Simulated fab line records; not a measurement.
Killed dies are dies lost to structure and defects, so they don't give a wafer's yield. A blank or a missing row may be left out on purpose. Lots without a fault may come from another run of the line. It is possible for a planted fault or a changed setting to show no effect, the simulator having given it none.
fab line records | flow sfq-line
record lots=5 | wafers=23
route steps=325 shown M3@122 I3@137 M4@149 I4@168 JJ@179
start-h: hours from the record's opening day to when the first of the lot's shown wafers began | wait-h: hours from the lot's prior step to this one | " as in the row above | L1.1+2: one row covering several wafers at once | - no value, or no start was given | * or withheld: withheld | < > ~ a bound
route shown NAME@n: a module of which the file shows steps, and the number in the route of the first | usual: mean/standard deviation taken from wafers without a fault | same: alike in all rows | chamber/n: place in a boat | sites: each site's reading | _std_site: standard deviation across them | _edge_site: mean of outer sites minus mean of inner sites | radius-mm: how far each site lies from the wafer's centre | mask NAME#n: copy n | behind: the tool/chamber that last shaped the wafer | hold: why the lot was held/for how many hours/how that ended | device: which transistor (n, p or np) failed to switch | end of line: at the end of the route, the tests of the same wafers | for a step that has no rows: nothing shown but its recipe | killed: dies that structure and defects cost at the first sort, which is not the same as the wafer's yield | map: shows each die of a wafer: x if killed, . if not, _ if none is there
set.NAME: the setting as run; set.NAME@STEP: as run at that earlier step | model.NAME: the simulator's own value behind a step, which no gauge read
lots run with intentionally changed settings; tables by step, rows by wafer
## steps
# step SFQ_TRILAYER_M3_LITHO_COAT_080
# recipe resist=BARC | spin-rpm=3000 | resist-thk-nm=62
lot.wafer | tool           | chamber | start-h | wait-h | set.spin-rpm | model.BARC_of_TRILAYER_M3_LITHO_COAT_080.thk-nm
L076.1    | litho-track-01 | 0       | 577.63  | 0.1    | 3000         | 62.24
L076.2    | "              | 0       | "       | "      | 3000         | 62.02
L076.3    | "              | 0       | "       | "      | 3000         | 62.11
L076.5    | "              | 0       | "       | "      | 3000         | 61.99
L076.6    | "              | 0       | "       | "      | 3000         | 62.19
L077.1    | litho-track-01 | 0       | 584.83  | 0.1    | 2801         | 64.07
L077.3    | "              | 0       | "       | "      | 2801         | 64.04
L077.4    | "              | 0       | "       | "      | 3000         | 61.93
L077.5    | "              | 0       | "       | "      | 2801         | 64.24
L077.6    | "              | 0       | "       | "      | 3000         | 61.78
L079.1    | litho-track-03 | 0       | 613.63  | 0.1    | 3000         | 61.79
L079.3    | "              | 0       | "       | "      | 3000         | 62.1
L079.4    | "              | 0       | "       | "      | 3000         | 62.04
L079.5    | "              | 0       | "       | "      | 3000         | 62.05
L079.6    | "              | 0       | "       | "      | 3000         | 61.93
L081.1    | litho-track-03 | 0       | 629.59  | 0.3    | 3000         | 62.13
L081.3    | "              | 0       | "       | "      | 3000         | 62.17
L081.4    | "              | 0       | "       | "      | 3000         | 62.14
L083.1    | litho-track-03 | 0       | 643.73  | 0.1    | 3113         | 60.95
L083.2    | "              | 0       | "       | "      | 3113         | 60.93
L083.3    | "              | 0       | "       | "      | 3000         | 62.1
L083.4    | "              | 0       | "       | "      | 3113         | 61.11
L083.6    | "              | 0       | "       | "      | 3000         | 61.82
# step SFQ_TRILAYER_M3_LITHO_PEB_078
# recipe peb-temp-c=115 | peb-time-s=60 | resist=KrF
lot.wafer      | tool           | chamber | start-h | wait-h | set.peb-temp-c
L076.1+2+3     | litho-track-01 | 0       | 643.36  | 1.0    | 115
L076.5+6       | "              | 0       | "       | "      | 116.3
L077.1+3+4     | litho-track-01 | 0       | 645.76  | 1.0    | 115
L077.5+6       | "              | 0       | "       | "      | 117.6
L079.1+3       | litho-track-04 | 0       | 673.07  | 1.0    | 115
L079.4+5+6     | "              | 0       | "       | "      | 117
L081.1+3+4     | litho-track-04 | 0       | 691.84  | 1.0    | 115
L083.1+2+3+4+6 | litho-track-01 | 0       | 700.24  | 1.0    | 115
# step SFQ_TRILAYER_M3_LITHO_DEVELOP_077
# recipe time-s=60 | resist=KrF
# step SFQ_TRILAYER_M3_BARC_OPEN_METAL_ETCH_100
# recipe mask-material=PR | chemistry=O2 | target-depth-nm=125 | target=BARC | icp-w=600 | bias-w=80 | pressure-mtorr=10 | time-s=41.7
lot.wafer | tool         | chamber | start-h | wait-h | set.peb-temp-c@TRILAYER_M3_LITHO_PEB_078 | model.M3.cd-nm
L076.1    | rie-metal-02 | 0       | 643.70  | 0.0    | 115                                      | 499.2
L076.2    | "            | 1       | "       | "      | 115                                      | 500.9
L076.3    | "            | 1       | "       | "      | 115                                      | 502.1
L076.5    | "            | 1       | "       | "      | 116.3                                    | 477.9
L076.6    | "            | 0       | "       | "      | 116.3                                    | 477.6
L077.1    | rie-metal-04 | 1       | 646.10  | 0.0    | 115                                      | 499.4
L077.3    | "            | 1       | "       | "      | 115                                      | 498.9
L077.4    | "            | 0       | "       | "      | 115                                      | 499.8
L077.5    | "            | 0       | "       | "      | 117.6                                    | 456.6
L077.6    | "            | 1       | "       | "      | 117.6                                    | 456
L079.1    | rie-metal-04 | 0       | 673.41  | 0.0    | 115                                      | 498.4
L079.3    | "            | 1       | "       | "      | 115                                      | 497.5
L079.4    | "            | 0       | "       | "      | 117                                      | 464.5
L079.5    | "            | 0       | "       | "      | 117                                      | 464.8
L079.6    | "            | 1       | "       | "      | 117                                      | 465.5
L081.1    | rie-metal-04 | 1       | 692.18  | 0.0    | 115                                      | 498.3
L081.3    | "            | 1       | "       | "      | 115                                      | 498.2
L081.4    | "            | 0       | "       | "      | 115                                      | 498.5
L083.1    | rie-metal-02 | 0       | 700.58  | 0.0    | 115                                      | 497.9
L083.2    | "            | 1       | "       | "      | 115                                      | 499.3
L083.3    | "            | 1       | "       | "      | 115                                      | 499.2
L083.4    | "            | 0       | "       | "      | 115                                      | 496.7
L083.6    | "            | 0       | "       | "      | 115                                      | 498
# step SFQ_TRILAYER_I3_VIA_LITHO_COAT_090
# recipe resist=BARC | spin-rpm=3000 | resist-thk-nm=62
lot.wafer | tool           | chamber | start-h | wait-h | set.spin-rpm | model.BARC_of_TRILAYER_I3_VIA_LITHO_COAT_090.thk-nm
L076.1    | litho-track-03 | 0       | 667.84  | 1.0    | 3120         | 60.44
L076.2    | "              | 0       | "       | "      | 3000         | 61.7
L076.3    | "              | 0       | "       | "      | 3000         | 61.55
L076.5    | "              | 0       | "       | "      | 3120         | 60.53
L076.6    | "              | 0       | "       | "      | 3000         | 61.74
L077.1    | litho-track-03 | 0       | 671.04  | 1.0    | 2821         | 63.8
L077.3    | "              | 0       | "       | "      | 3000         | 61.88
L077.4    | "              | 0       | "       | "      | 2821         | 63.85
L077.5    | "              | 0       | "       | "      | 2821         | 63.76
L077.6    | "              | 0       | "       | "      | 3000         | 61.82
L079.1    | litho-track-03 | 0       | 701.04  | 1.0    | 3000         | 61.93
L079.3    | "              | 0       | "       | "      | 3000         | 61.74
L079.4    | "              | 0       | "       | "      | 2931         | 62.56
L079.5    | "              | 0       | "       | "      | 3000         | 61.95
L079.6    | "              | 0       | "       | "      | 2931         | 62.45
L081.1    | litho-track-03 | 0       | 717.88  | 1.0    | 3000         | 62.08
L081.3    | "              | 0       | "       | "      | 3000         | 62.11
L081.4    | "              | 0       | "       | "      | 3000         | 62.13
L083.1    | litho-track-02 | 0       | 726.88  | 1.0    | 3000         | 62.07
L083.2    | "              | 0       | "       | "      | 3174         | 60.22
L083.3    | "              | 0       | "       | "      | 3000         | 62.17
L083.4    | "              | 0       | "       | "      | 3174         | 60.4
L083.6    | "              | 0       | "       | "      | 3000         | 62.13
# step SFQ_TRILAYER_I3_VIA_LITHO_PEB_088
# recipe peb-temp-c=115 | peb-time-s=60 | resist=KrF
lot.wafer  | tool           | chamber | start-h | wait-h | set.peb-time-s
L076.1+3   | litho-track-01 | 0       | 781.29  | 1.0    | 60
L076.2+5+6 | "              | 0       | "       | "      | 68.87
L077.1+5   | litho-track-03 | 0       | 784.89  | 1.0    | 68.15
L077.3+4+6 | "              | 0       | "       | "      | 60
L079.1+3+4 | litho-track-02 | 0       | 814.04  | 1.0    | 53.68
L079.5+6   | "              | 0       | "       | "      | 60
L081.1+3+4 | litho-track-02 | 0       | 838.81  | 1.0    | 60
L083.1+3+4 | litho-track-02 | 0       | 848.41  | 1.0    | 66.5
L083.2+6   | "              | 0       | "       | "      | 60
# step SFQ_TRILAYER_I3_VIA_LITHO_DEVELOP_087
# recipe time-s=60 | resist=KrF
# step SFQ_TRILAYER_I3_VIA_BARC_OPEN_VIA_ETCH_121
# recipe mask-material=PR | chemistry=O2 | target-depth-nm=125 | target=BARC | source-w=500 | bias-w=80 | pressure-mtorr=30 | time-s=41.7
lot.wafer | tool        | chamber | start-h | wait-h | set.time-s@TRILAYER_I2_VIA_BARC_OPEN_VIA_ETCH_096 | set.peb-time-s@TRILAYER_I3_VIA_LITHO_PEB_088 | model.I3.cd-nm | model.etch.depth-nm
L076.1    | rie-diel-04 | 3       | 781.62  | 0.0    | 44.4                                              | 60                                           | 499.9          | -
L076.2    | "           | 2       | "       | "      | 41.7                                              | 68.87                                        | 518            | -
L076.3    | "           | 0       | "       | "      | 44.4                                              | 60                                           | 498.5          | 61.55
L076.5    | "           | 3       | "       | "      | 41.7                                              | 68.87                                        | 518.7          | 60.53
L076.6    | "           | 0       | "       | "      | 44.4                                              | 68.87                                        | 519            | 61.74
L077.1    | rie-diel-02 | 3       | 785.22  | 0.0    | 41.7                                              | 68.15                                        | 517.9          | -
L077.3    | "           | 2       | "       | "      | 41.7                                              | 60                                           | 499.3          | -
L077.4    | "           | 3       | "       | "      | 41.7                                              | 60                                           | 501.2          | 63.85
L077.5    | "           | 0       | "       | "      | 41.7                                              | 68.15                                        | 517            | 63.76
L077.6    | "           | 2       | "       | "      | 41.7                                              | 60                                           | 499.9          | -
L079.1    | rie-diel-04 | 2       | 814.37  | 0.0    | 41.7                                              | 53.68                                        | 485.5          | 61.93
L079.3    | "           | 3       | "       | "      | 37.22                                             | 53.68                                        | 482.6          | 61.74
L079.4    | "           | 0       | "       | "      | 37.22                                             | 53.68                                        | 485.5          | -
L079.5    | "           | 2       | "       | "      | 37.22                                             | 60                                           | 501.3          | -
L079.6    | "           | 3       | "       | "      | 41.7                                              | 60                                           | 499            | -
L081.1    | rie-diel-04 | 3       | 839.15  | 0.0    | 41.7                                              | 60                                           | 498.4          | 62.08
L081.3    | "           | 0       | "       | "      | 41.7                                              | 60                                           | 501.4          | 62.11
L081.4    | "           | 1       | "       | "      | 41.7                                              | 60                                           | 500.3          | 62.13
L083.1    | rie-diel-04 | 3       | 848.75  | 0.0    | 44.28                                             | 66.5                                         | 512.1          | -
L083.2    | "           | 0       | "       | "      | 41.7                                              | 60                                           | 499.7          | -
L083.3    | "           | 1       | "       | "      | 44.28                                             | 66.5                                         | 513.1          | -
L083.4    | "           | 3       | "       | "      | 41.7                                              | 66.5                                         | 513.5          | -
L083.6    | "           | 1       | "       | "      | 41.7                                              | 60                                           | 498.7          | -
# step SFQ_TRILAYER_M4_DEP_SPUTTER_091
# recipe material=Nb | base-pressure-pa=1.33e-06 | chamber-pressure-pa=0.1333 | substrate-temp-c=20 | resputter-cathode-voltage-v=400 | target-thk-nm=200 | power-w=2000 | time-s=133.3
lot.wafer | tool           | chamber | start-h | wait-h | set.time-s | model.Nb_of_TRILAYER_M4_DEP_SPUTTER_091.thk-nm
L076.1    | pvd-sputter-04 | -       | 783.20  | 0.0    | 116.5      | 171.1
L076.2    | "              | -       | "       | "      | 116.5      | 173.7
L076.3    | "              | -       | "       | "      | 133.3      | 200.6
L076.5    | "              | -       | "       | "      | 133.3      | 197.5
L076.6    | "              | -       | "       | "      | 133.3      | 199.6
L077.1    | pvd-sputter-05 | -       | 786.18  | 0.0    | 133.3      | 199.9
L077.3    | "              | -       | "       | "      | 133.3      | 197.2
L077.4    | "              | -       | "       | "      | 133.3      | 199.2
L077.5    | "              | -       | "       | "      | 133.3      | 199.3
L077.6    | "              | -       | "       | "      | 133.3      | 198.1
L079.1    | pvd-sputter-04 | -       | 815.33  | 0.0    | 127.7      | 191.4
L079.3    | "              | -       | "       | "      | 127.7      | 192.2
L079.4    | "              | -       | "       | "      | 133.3      | 199.9
L079.5    | "              | -       | "       | "      | 133.3      | 196.3
L079.6    | "              | -       | "       | "      | 127.7      | 192.9
L081.1    | pvd-sputter-04 | -       | 840.10  | 0.0    | 133.3      | 198
L081.3    | "              | -       | "       | "      | 133.3      | 195.6
L081.4    | "              | -       | "       | "      | 133.3      | 199.3
L083.1    | pvd-sputter-06 | -       | 849.70  | 0.0    | 152.8      | 229.7
L083.2    | "              | -       | "       | "      | 133.3      | 199.1
L083.3+4  | "              | -       | "       | "      | 133.3      | 199
L083.6    | "              | -       | "       | "      | 152.8      | 227.1
# step SFQ_M4_RS_MEAS_924
# recipe thk-meas-gauge=four-point-probe | reads=Nb_of_TRILAYER_M4_DEP_SPUTTER_091
# usual M4_NB_RS=0.895/0.0078
lot.wafer | tool          | chamber | start-h | wait-h | set.time-s@TRILAYER_M4_DEP_SPUTTER_091 | M4_NB_RS[ohm/sq]
L076.1    | film-metro-04 | -       | 783.29  | 0.0    | 116.5                                  | 1.044
L076.2    | "             | -       | "       | "      | 116.5                                  | 1.030
L076.3    | "             | -       | "       | "      | 133.3                                  | 0.889
L076.5    | "             | -       | "       | "      | 133.3                                  | 0.906
L076.6    | "             | -       | "       | "      | 133.3                                  | 0.893
L077.1    | film-metro-02 | -       | 786.27  | 0.0    | 133.3                                  | 0.890
L077.3    | "             | -       | "       | "      | 133.3                                  | 0.904
L077.4    | "             | -       | "       | "      | 133.3                                  | 0.895
L077.5    | "             | -       | "       | "      | 133.3                                  | 0.894
L077.6    | "             | -       | "       | "      | 133.3                                  | 0.899
L079.1    | film-metro-01 | -       | 815.42  | 0.0    | 127.7                                  | 0.929
L079.3    | "             | -       | "       | "      | 127.7                                  | 0.925
L079.4    | "             | -       | "       | "      | 133.3                                  | 0.891
L079.5    | "             | -       | "       | "      | 133.3                                  | 0.907
L079.6    | "             | -       | "       | "      | 127.7                                  | 0.922
L081.1    | film-metro-02 | -       | 840.19  | 0.0    | 133.3                                  | 0.898
L081.3    | "             | -       | "       | "      | 133.3                                  | 0.909
L081.4    | "             | -       | "       | "      | 133.3                                  | 0.892
L083.1    | film-metro-01 | -       | 849.79  | 0.0    | 152.8                                  | 0.775
L083.2    | "             | -       | "       | "      | 133.3                                  | 0.895
L083.3    | "             | -       | "       | "      | 133.3                                  | 0.897
L083.4    | "             | -       | "       | "      | 133.3                                  | 0.895
L083.6    | "             | -       | "       | "      | 152.8                                  | 0.784
# step SFQ_TRILAYER_M4_LITHO_EXPOSE_094
# recipe mask-id=M4 | na=0.6 | source-shape=conventional | sigma-outer=0.65 | target-cd-nm=500 | dose-mj=14.4
lot.wafer  | tool           | chamber | start-h | wait-h | mask | set.dose-mj
L076.1+3+6 | krf-scanner-02 | 0       | 904.61  | -      | M4#0 | 14.4
L076.2+5   | "              | 0       | "       | "      | M4#0 | 15.17
L077.1+5+6 | krf-scanner-02 | 0       | 909.41  | -      | M4#0 | 14.4
L077.3+4   | "              | 0       | "       | "      | M4#0 | 15.42
L079.1+3   | krf-scanner-02 | 0       | 937.01  | -      | M4#0 | 15.31
L079.4+5+6 | "              | 0       | "       | "      | M4#0 | 14.4
L081.1+3+4 | krf-scanner-02 | 0       | 958.16  | -      | M4#0 | 14.4
L083.1+3   | krf-scanner-02 | 0       | 966.84  | -      | M4#0 | 15.01
L083.2+4+6 | "              | 0       | "       | "      | M4#0 | 14.4
# step SFQ_TRILAYER_M4_LITHO_PEB_096
# recipe peb-temp-c=115 | peb-time-s=60 | resist=KrF
# step SFQ_TRILAYER_M4_LITHO_DEVELOP_095
# recipe time-s=60 | resist=KrF
# step SFQ_TRILAYER_M4_BARC_OPEN_METAL_ETCH_123
# recipe mask-material=PR | chemistry=O2 | target-depth-nm=125 | target=BARC | icp-w=600 | bias-w=80 | pressure-mtorr=10.38 | time-s=41.7
lot.wafer | tool         | chamber | start-h | wait-h | set.dose-mj@TRILAYER_M4_LITHO_EXPOSE_094 | model.M4.cd-nm
L076.1    | rie-metal-03 | 0       | 906.15  | 0.0    | 14.4                                     | 500
L076.2    | "            | 1       | "       | "      | 15.17                                    | 493.4
L076.3    | "            | 1       | "       | "      | 14.4                                     | 502
L076.5    | "            | 0       | "       | "      | 15.17                                    | 491.8
L076.6    | "            | 1       | "       | "      | 14.4                                     | 501.3
L077.1    | rie-metal-03 | 0       | 910.95  | 0.0    | 14.4                                     | 497.7
L077.3    | "            | 1       | "       | "      | 15.42                                    | 487.1
L077.4    | "            | 0       | "       | "      | 15.42                                    | 487.7
L077.5    | "            | 0       | "       | "      | 14.4                                     | 498.4
L077.6    | "            | 1       | "       | "      | 14.4                                     | 499.1
L079.1    | rie-metal-03 | 0       | 938.55  | 0.0    | 15.31                                    | 489.2
L079.3    | "            | 1       | "       | "      | 15.31                                    | 488.8
L079.4    | "            | 0       | "       | "      | 14.4                                     | 498.1
L079.5    | "            | 1       | "       | "      | 14.4                                     | 499
L079.6    | "            | 0       | "       | "      | 14.4                                     | 498.2
L081.1    | rie-metal-02 | 1       | 959.70  | 0.0    | 14.4                                     | 499.4
L081.3    | "            | 0       | "       | "      | 14.4                                     | 500.9
L081.4    | "            | 1       | "       | "      | 14.4                                     | 499.6
L083.1    | rie-metal-01 | 1       | 968.38  | 0.0    | 15.01                                    | 490.4
L083.2    | "            | 1       | "       | "      | 14.4                                     | 497.6
L083.3    | "            | 1       | "       | "      | 15.01                                    | 492.8
L083.4    | "            | 1       | "       | "      | 14.4                                     | 499.4
L083.6    | "            | 1       | "       | "      | 14.4                                     | 498.6
# step SFQ_TRILAYER_M4_ETCH_METAL_ETCH_096
# recipe target=Nb | stop-on=SiO2 | mask-material=PR | chemistry=Cl2/Ar | target-depth-nm=240 | icp-w=600 | bias-w=80 | pressure-mtorr=10 | time-s=120
# usual oes-product-au=0.891/0.006
lot.wafer | tool         | chamber | start-h | wait-h | set.bias-w | set.time-s@TRILAYER_M4_DEP_SPUTTER_091 | oes-product-au
L076.1    | rie-metal-03 | 0       | 906.21  | 0.0    | 72.26      | 116.5                                  | 0.824
L076.2    | "            | 1       | "       | "      | 80         | 116.5                                  | 0.822
L076.3    | "            | 1       | "       | "      | 72.26      | 133.3                                  | 0.900
L076.5    | "            | 0       | "       | "      | 72.26      | 133.3                                  | 0.882
L076.6    | "            | 1       | "       | "      | 80         | 133.3                                  | 0.883
L077.1    | rie-metal-03 | 0       | 911.01  | 0.0    | 82.75      | 133.3                                  | 0.895
L077.3    | "            | 1       | "       | "      | 80         | 133.3                                  | 0.885
L077.4    | "            | 0       | "       | "      | 82.75      | 133.3                                  | 0.894
L077.5    | "            | 0       | "       | "      | 80         | 133.3                                  | 0.890
L077.6    | "            | 1       | "       | "      | 80         | 133.3                                  | 0.887
L079.1    | rie-metal-03 | 0       | 938.61  | 0.0    | 80         | 127.7                                  | 0.876
L079.3    | "            | 1       | "       | "      | 73.89      | 127.7                                  | 0.880
L079.4    | "            | 0       | "       | "      | 73.89      | 133.3                                  | 0.895
L079.5    | "            | 1       | "       | "      | 80         | 133.3                                  | 0.884
L079.6    | "            | 0       | "       | "      | 80         | 127.7                                  | 0.869
L081.1    | rie-metal-02 | 1       | 959.76  | 0.0    | 80         | 133.3                                  | 0.887
L081.3    | "            | 0       | "       | "      | 80         | 133.3                                  | 0.878
L081.4    | "            | 1       | "       | "      | 80         | 133.3                                  | 0.888
L083.1    | rie-metal-01 | 1       | 968.50  | 0.1    | 85.32      | 152.8                                  | 0.964
L083.2    | "            | 1       | "       | "      | 85.32      | 133.3                                  | 0.891
L083.3    | "            | 1       | "       | "      | 80         | 133.3                                  | 0.895
L083.4    | "            | 1       | "       | "      | 85.32      | 133.3                                  | 0.898
L083.6    | "            | 1       | "       | "      | 80         | 152.8                                  | 0.967
# step SFQ_TRILAYER_I4_VIA_LITHO_COAT_103
# recipe resist=KrF | spin-rpm=3000 | resist-thk-nm=650
lot.wafer | tool           | chamber | start-h | wait-h | set.spin-rpm | model.KrF_of_TRILAYER_I4_VIA_LITHO_COAT_103.thk-nm
L076.1    | litho-track-02 | 0       | 953.50  | 0.2    | 3000         | 649.5
L076.2    | "              | 0       | "       | "      | 2901         | 660.3
L076.3    | "              | 0       | "       | "      | 2901         | 661.8
L076.5    | "              | 0       | "       | "      | 2901         | 661.4
L076.6    | "              | 0       | "       | "      | 3000         | 649.2
L077.1    | litho-track-03 | 0       | 957.49  | 0.2    | 2875         | 664
L077.3    | "              | 0       | "       | "      | 2875         | 663.8
L077.4    | "              | 0       | "       | "      | 3000         | 652.9
L077.5    | "              | 0       | "       | "      | 2875         | 665.4
L077.6    | "              | 0       | "       | "      | 3000         | 650
L079.1    | litho-track-03 | 0       | 988.25  | 0.2    | 3000         | 649.7
L079.3    | "              | 0       | "       | "      | 3000         | 649
L079.4    | "              | 0       | "       | "      | 3000         | 648.9
L079.5    | "              | 0       | "       | "      | 3000         | 648.7
L079.6    | "              | 0       | "       | "      | 3000         | 650.3
L081.1    | litho-track-04 | 0       | 1008.49 | 0.2    | 3000         | 652.4
L081.3    | "              | 0       | "       | "      | 3000         | 653.7
L081.4    | "              | 0       | "       | "      | 3000         | 652.8
L083.1    | litho-track-04 | 0       | 1016.48 | 0.2    | 3000         | 651
L083.2+3  | "              | 0       | "       | "      | 2914         | 660.7
L083.4    | "              | 0       | "       | "      | 3000         | 651.7
L083.6    | "              | 0       | "       | "      | 3000         | 651.5
# step SFQ_TRILAYER_I4_VIA_LITHO_SOFTBAKE_107
# recipe temp-c=withheld | time-s=withheld | resist=KrF
# step SFQ_TRILAYER_I4_VIA_LITHO_EXPOSE_104
# recipe mask-id=I4 | na=0.6 | source-shape=conventional | sigma-outer=0.65 | target-cd-nm=700 | dose-mj=21.3
# step SFQ_TRILAYER_I4_VIA_LITHO_DEVELOP_105
# recipe time-s=60 | resist=KrF
# step SFQ_TRILAYER_I4_VIA_BARC_OPEN_VIA_ETCH_146
# recipe mask-material=PR | chemistry=O2 | target-depth-nm=125 | target=BARC | source-w=500 | bias-w=80 | pressure-mtorr=30 | time-s=41.7
lot.wafer | tool        | chamber | start-h | wait-h | set.spin-rpm@TRILAYER_I4_VIA_LITHO_COAT_103 | model.KrF_of_TRILAYER_I4_VIA_LITHO_COAT_103.thk-nm
L076.1    | rie-diel-03 | 2       | 981.50  | 0.0    | 3000                                        | 573.3
L076.2    | "           | 3       | "       | "      | 2901                                        | 581.5
L076.3    | "           | 0       | "       | "      | 2901                                        | 584.7
L076.5    | "           | 0       | "       | "      | 2901                                        | 584.2
L076.6    | "           | 3       | "       | "      | 3000                                        | 571
L077.1    | rie-diel-04 | 0       | 986.30  | 0.0    | 2875                                        | 588.1
L077.3    | "           | 2       | "       | "      | 2875                                        | 586.3
L077.4    | "           | 1       | "       | "      | 3000                                        | 575.5
L077.5    | "           | 2       | "       | "      | 2875                                        | 588.2
L077.6    | "           | 3       | "       | "      | 3000                                        | 572.8
L079.1    | rie-diel-01 | 1       | 1015.65 | 0.0    | 3000                                        | 572.7
L079.3    | "           | 0       | "       | "      | 3000                                        | 571.2
L079.4    | "           | 2       | "       | "      | 3000                                        | 572.8
L079.5    | "           | 1       | "       | "      | 3000                                        | 571.7
L079.6    | "           | 2       | "       | "      | 3000                                        | 573.9
L081.1    | rie-diel-04 | 1       | 1034.85 | 0.0    | 3000                                        | 574.9
L081.3    | "           | 2       | "       | "      | 3000                                        | 576.7
L081.4    | "           | 3       | "       | "      | 3000                                        | 576.3
L083.1    | rie-diel-01 | 3       | 1052.76 | 0.0    | 3000                                        | 573.1
L083.2    | "           | 1       | "       | "      | 2914                                        | 583.5
L083.3    | "           | 0       | "       | "      | 2914                                        | 582
L083.4    | "           | 2       | "       | "      | 3000                                        | 574.9
L083.6    | "           | 1       | "       | "      | 3000                                        | 574.4
# step SFQ_TRILAYER_JJ_TRILAYER_DEP_SPUTTER_109
# recipe material=Nb | base-pressure-pa=1.33e-06 | chamber-pressure-pa=0.1333 | substrate-temp-c=20 | target-thk-nm=150 | power-w=2000 | time-s=100
lot.wafer | tool           | chamber | start-h | wait-h | set.time-s | model.Nb_of_TRILAYER_JJ_TRILAYER_DEP_SPUTTER_109.thk-nm
L076.1    | pvd-sputter-06 | -       | 982.46  | 0.0    | 100        | 148.6
L076.2    | "              | -       | "       | "      | 100        | 148.2
L076.3    | "              | -       | "       | "      | 100        | 149.7
L076.5    | "              | -       | "       | "      | 100        | 149.4
L076.6    | "              | -       | "       | "      | 100        | 150.1
L077.1    | pvd-sputter-06 | -       | 987.26  | 0.0    | 86.25      | 130.2
L077.3    | "              | -       | "       | "      | 100        | 149.2
L077.4    | "              | -       | "       | "      | 100        | 151.2
L077.5    | "              | -       | "       | "      | 86.25      | 129.3
L077.6    | "              | -       | "       | "      | 100        | 149.3
L079.1    | pvd-sputter-06 | -       | 1016.61 | 0.0    | 100        | 149.2
L079.3    | "              | -       | "       | "      | 100        | 149.4
L079.4    | "              | -       | "       | "      | 85.1       | 127.3
L079.5    | "              | -       | "       | "      | 100        | 149.9
L079.6    | "              | -       | "       | "      | 85.1       | 126.3
L081.1    | pvd-sputter-03 | -       | 1035.81 | 0.0    | 100        | 151.5
L081.3    | "              | -       | "       | "      | 100        | 151
L081.4    | "              | -       | "       | "      | 100        | 150.1
L083.1    | pvd-sputter-03 | -       | 1053.72 | 0.0    | 94.4       | 139.4
L083.2    | "              | -       | "       | "      | 100        | 148.7
L083.3    | "              | -       | "       | "      | 94.4       | 140.3
L083.4    | "              | -       | "       | "      | 100        | 149.1
L083.6    | "              | -       | "       | "      | 94.4       | 139.6
# step SFQ_TRILAYER_JJ_CE_LITHO_COAT_119
# recipe resist=BARC | spin-rpm=3000 | resist-thk-nm=62
lot.wafer | tool           | chamber | start-h | wait-h | set.resist-thk-nm | model.BARC_of_TRILAYER_JJ_CE_LITHO_COAT_119.thk-nm
L076.1    | litho-track-04 | 0       | 983.82  | 0.1    | 62                | 61.94
L076.2    | "              | 0       | "       | "      | 62                | 61.83
L076.3    | "              | 0       | "       | "      | 62                | 61.92
L076.5    | "              | 0       | "       | "      | 62                | 61.99
L076.6    | "              | 0       | "       | "      | 62                | 61.79
L077.1    | litho-track-01 | 0       | 988.62  | 0.1    | 62                | 61.85
L077.3    | "              | 0       | "       | "      | 63.96             | 63.88
L077.4    | "              | 0       | "       | "      | 62                | 61.91
L077.5    | "              | 0       | "       | "      | 63.96             | 63.53
L077.6    | "              | 0       | "       | "      | 62                | 61.72
L079.1+4  | litho-track-04 | 0       | 1017.97 | 0.1    | 62                | 62
L079.3    | "              | 0       | "       | "      | 62                | 62.21
L079.5    | "              | 0       | "       | "      | 62                | 61.89
L079.6    | "              | 0       | "       | "      | 62                | 62.01
L081.1+4  | litho-track-01 | 0       | 1037.17 | 0.1    | 62                | 61.86
L081.3    | "              | 0       | "       | "      | 62                | 61.79
L083.1    | litho-track-01 | 0       | 1055.07 | 0.1    | 62                | 61.81
L083.2    | "              | 0       | "       | "      | 62                | 62.02
L083.3    | "              | 0       | "       | "      | 64.64             | 64.65
L083.4    | "              | 0       | "       | "      | 64.64             | 64.61
L083.6    | "              | 0       | "       | "      | 64.64             | 64.56
## key
split step=SFQ_TRILAYER_M3_LITHO_COAT_080 | setting=spin-rpm | stated=3000 | by=wafer
response step=SFQ_TRILAYER_M3_LITHO_COAT_080 | reading=model.BARC_of_TRILAYER_M3_LITHO_COAT_080.thk-nm | change=-0.32 | per=1% | r=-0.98
split step=SFQ_TRILAYER_M3_LITHO_PEB_078 | setting=peb-temp-c | stated=115 | by=wafer
response step=SFQ_TRILAYER_M3_BARC_OPEN_METAL_ETCH_100 | reading=model.M3.cd-nm | change=-19.2 | per=1% | r=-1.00
split step=SFQ_TRILAYER_I3_VIA_LITHO_COAT_090 | setting=spin-rpm | stated=3000 | by=wafer
response step=SFQ_TRILAYER_I3_VIA_LITHO_COAT_090 | reading=model.BARC_of_TRILAYER_I3_VIA_LITHO_COAT_090.thk-nm | change=-0.313 | per=1% | r=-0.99
split step=SFQ_TRILAYER_I3_VIA_LITHO_PEB_088 | setting=peb-time-s | stated=60 | by=wafer
response step=SFQ_TRILAYER_I3_VIA_BARC_OPEN_VIA_ETCH_121 | reading=model.I3.cd-nm | change=+1.32 | per=1% | r=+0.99
split step=SFQ_TRILAYER_M4_DEP_SPUTTER_091 | setting=time-s | stated=133.3 | by=wafer
response step=SFQ_TRILAYER_M4_DEP_SPUTTER_091 | reading=model.Nb_of_TRILAYER_M4_DEP_SPUTTER_091.thk-nm | change=+2.03 | per=1% | r=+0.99
response step=SFQ_M4_RS_MEAS_924 | reading=M4_NB_RS | change=-0.0092 | per=1% | r=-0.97
response step=SFQ_TRILAYER_M4_ETCH_METAL_ETCH_096 | reading=oes-product-au | change=+0.00492 | per=1% | r=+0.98
split step=SFQ_TRILAYER_M4_LITHO_EXPOSE_094 | setting=dose-mj | stated=14.4 | by=wafer
response step=SFQ_TRILAYER_M4_BARC_OPEN_METAL_ETCH_123 | reading=model.M4.cd-nm | change=-1.56 | per=1% | r=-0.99
split step=SFQ_TRILAYER_M4_ETCH_METAL_ETCH_096 | setting=bias-w | stated=80 | by=wafer
response none clear
split step=SFQ_TRILAYER_I4_VIA_LITHO_COAT_103 | setting=spin-rpm | stated=3000 | by=wafer
response step=SFQ_TRILAYER_I4_VIA_LITHO_COAT_103 | reading=model.KrF_of_TRILAYER_I4_VIA_LITHO_COAT_103.thk-nm | change=-3.3 | per=1% | r=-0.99
response step=SFQ_TRILAYER_I4_VIA_BARC_OPEN_VIA_ETCH_146 | reading=model.KrF_of_TRILAYER_I4_VIA_LITHO_COAT_103.thk-nm | change=-3.23 | per=1% | r=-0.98
split step=SFQ_TRILAYER_JJ_TRILAYER_DEP_SPUTTER_109 | setting=time-s | stated=100 | by=wafer
response step=SFQ_TRILAYER_JJ_TRILAYER_DEP_SPUTTER_109 | reading=model.Nb_of_TRILAYER_JJ_TRILAYER_DEP_SPUTTER_109.thk-nm | change=+1.51 | per=1% | r=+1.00
split step=SFQ_TRILAYER_JJ_CE_LITHO_COAT_119 | setting=resist-thk-nm | stated=62 | by=wafer
response step=SFQ_TRILAYER_JJ_CE_LITHO_COAT_119 | reading=model.BARC_of_TRILAYER_JJ_CE_LITHO_COAT_119.thk-nm | change=+0.619 | per=1% | r=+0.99
split outside-this-file step=SFQ_TRILAYER_I2_VIA_BARC_OPEN_VIA_ETCH_096 setting=time-s
# split outside-this-file: this setting was split too, and the file shows its column; the key of that split is in another file
